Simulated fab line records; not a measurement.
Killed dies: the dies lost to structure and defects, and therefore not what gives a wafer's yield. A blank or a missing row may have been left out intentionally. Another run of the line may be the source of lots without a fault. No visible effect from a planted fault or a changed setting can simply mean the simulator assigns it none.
What tool caused it? ; flow gf180mcu ; Sampling: 14 lots, 42 wafers, 4 of 602 route steps

WHAT EACH GAUGE READ, for each wafer
GF_SAB_OVL_MEAS_10.
lot;measured;on;SAB_OVL (nm)
L541;day 15 04:50;overlay-01;-2.4 -1.8 -1.1
L542;day 15 15:37;overlay-02;-1.2 -0.2 1.0
L543;day 15 19:14;overlay-01;-0.4 1.2 -1.1
L544;day 16 05:59;overlay-02;-0.4 -0.3 -0.6
L545;day 16 17:08;overlay-01;0.1 0.0 0.3
L547;day 17 12:01;overlay-01;0.0 -0.3 -0.1
L548;day 17 21:44;overlay-01;-1.5 -2.4 -1.3
L549;day 18 03:44;overlay-02;-1.6 -2.0 -2.7
L550;day 18 08:02;overlay-02;-0.5 -1.6 -1.9
L551;day 19 00:07;overlay-02;-1.2 0.5 0.9
L552;day 19 05:17;overlay-02;-1.1 -0.8 -2.5
L560;day 22 05:19;overlay-02;0.6 -1.1 -0.4
L563;day 22 19:52;overlay-02;0.7 -0.3 0.2
L564;day 23 06:36;overlay-01;-2.6 -2.8 -3.4

GF_CONTACT_BOW_MEAS_05.
lot;measured;on;CONTACT_BOW (um)
L541;day 15 06:17;film metro-04;62 66 72
L542;day 15 17:04;film metro-04;63 53 52
L543;day 15 20:43;film metro-04;69 62 68
L544;day 16 07:28;film metro-03;61 59 63
L545;day 16 18:35;film metro-03;61 70 55
L547;day 17 13:28;film metro-04;84 76 67
L548;day 17 23:13;film metro-04;71 75 69
L549;day 18 05:11;film metro-03;63 67 65
L550;day 18 09:28;film metro-03;60 73 61
L551;day 19 01:33;film metro-03;59 56 66
L552;day 19 06:44;film metro-03;64 70 66
L560;day 22 06:47;film metro-03;61 64 52
L563;day 22 21:18;film metro-03;52 71 63
L564;day 23 08:11;film metro-01;68 58 64

WHICH TOOL RAN EACH LOT (tool, then ch and the chambers of the sampled wafers, then the start)
lot;GF_VT_IMPLANT_IMPLANT_08;GF_VT_IMPLANT_STRIP_42
L541;implanter-04 ch 0, day 5 15:26;plasma asher-03 ch 1, day 7 13:43
L542;implanter-01 ch 0, day 5 21:42;plasma asher-04 ch 0, day 7 20:25
L543;implanter-01 ch 0, day 6 04:31;plasma asher-03 ch 0,1, day 8 03:56
L544;implanter-03 ch 0, day 6 09:13;plasma asher-02 ch 0,1, day 8 10:16
L545;implanter-03 ch 0, day 6 16:06;plasma asher-04 ch 0,1, day 8 16:50
L547;implanter-01 ch 0, day 7 07:17;plasma asher-04 ch 0,1, day 9 08:06
L548;implanter-01 ch 0, day 7 13:19;plasma asher-02 ch 0,1, day 9 14:13
L549;implanter-03 ch 0, day 7 18:29;plasma asher-03 ch 0,1, day 9 21:04
L550;implanter-03 ch 0, day 7 22:08;plasma asher-03 ch 0,1, day 10 00:13
L551;implanter-04 ch 0, day 8 07:01;plasma asher-02 ch 0,1, day 10 09:24
L552;implanter-04 ch 0, day 8 11:40;plasma asher-02 ch 0,1, day 10 15:16
L560;implanter-01 ch 0, day 10 14:02;plasma asher-04 ch 0,1, day 12 23:43
L563;implanter-01 ch 0, day 11 04:58;plasma asher-04 ch 0,1, day 13 15:14
L564;implanter-03 ch 0, day 11 14:32;plasma asher-04 ch 0,1, day 14 01:53
- GF_VT_IMPLANT_IMPLANT_08
- GF_VT_IMPLANT_STRIP_42: strips in O2/N2.

AS READ BY THE TOOLS THEMSELVES (means over the sampled wafers that have a number; for cases with no such wafer, the mark the record gives instead)
GF_VT_IMPLANT_IMPLANT_08.
lot;tool;tilt deg (degrees)
L541;implanter-04;6.995
L542;implanter-01;6.981
L543;implanter-01;7.023
L544;implanter-03;7.004
L545;implanter-03;7.020
L547;implanter-01;6.995
L548;implanter-01;6.969
L549;implanter-03;6.981
L550;implanter-03;7.026
L551;implanter-04;6.985
L552;implanter-04;7.001
L560;implanter-01;6.530
L563;implanter-01;6.503
L564;implanter-03;7.011

GF_VT_IMPLANT_STRIP_42.
lot;tool;drypump motor current A (A);heater power w (W);oes product au (a.u.);strip time to endpoint s (s)
L541;plasma asher-03;6.0;304;0.720;12.64
L542;plasma asher-04;6.7;327;0.715;12.66
L543;plasma asher-03;6.4;337;0.717;12.62
L544;plasma asher-02;5.8;330;0.712;12.66
L545;plasma asher-04;5.4;351;0.717;12.62
L547;plasma asher-04;5.4;350;0.717;12.64
L548;plasma asher-02;6.0;345;0.716;12.56
L549;plasma asher-03;6.4;345;0.720;12.62
L550;plasma asher-03;6.4;338;0.716;12.68
L551;plasma asher-02;5.8;331;0.717;12.67
L552;plasma asher-02;5.8;328;0.719;12.63
L560;plasma asher-04;6.0;341;0.717;12.62
L563;plasma asher-04;6.0;340;0.717;12.64
L564;plasma asher-04;5.4;347;0.719;12.62

THE ANSWER, worked out from the rows above alone
Rule: the usual values come from the lots themselves. Put in order of their means at a reading, lots are off if they are a third of the lots or fewer, leave a main group of 4 or more, and stand apart from it by a gap of 3 or more times the standard deviation of the main group's means; of several such gaps the widest counts. Not used: any main group whose means are identical at the precision the tables above print for the reading. A lot without any number at a reading at which 4 lots or more have one is off too. Any other lot the step has rows for is counted as sound. First the gauges in route order, then the tools' own readings, where a lot's mean is used as printed above. The first step at which some lot is off is used, and at that step the reading that is off furthest; a lot without a number counts as furthest.
Off at GF_VT_IMPLANT_IMPLANT_08 (tilt deg): L560, L563. The main group: mean 6.999 degrees, standard deviation 0.018.
A tool fits if, at that step or a process step before it, it ran every lot that is off, and no sound lot after the first of them. One fits: implanter-01 at GF_VT_IMPLANT_IMPLANT_08. A fault onset in the window from L548 (day 7 13:19, its last sound lot) to L560 (day 10 14:02, its first lot off) fits.
The tool's own readings at GF_VT_IMPLANT_IMPLANT_08 bear it out: on the lots that are off they differ by more than 5 times the standard deviation of the sound lots' means. tilt deg reads 6.517 degrees there against 6.999 degrees on the sound lots.

WHAT THE SIMULATOR PUT IN
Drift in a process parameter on implanter-01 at GF_VT_IMPLANT_IMPLANT_08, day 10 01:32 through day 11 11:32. The setting tilt deg was moved by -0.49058, starting from 7. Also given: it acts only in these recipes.
Lots struck among those shown: L560, L563. The rule given above showed the same thing.
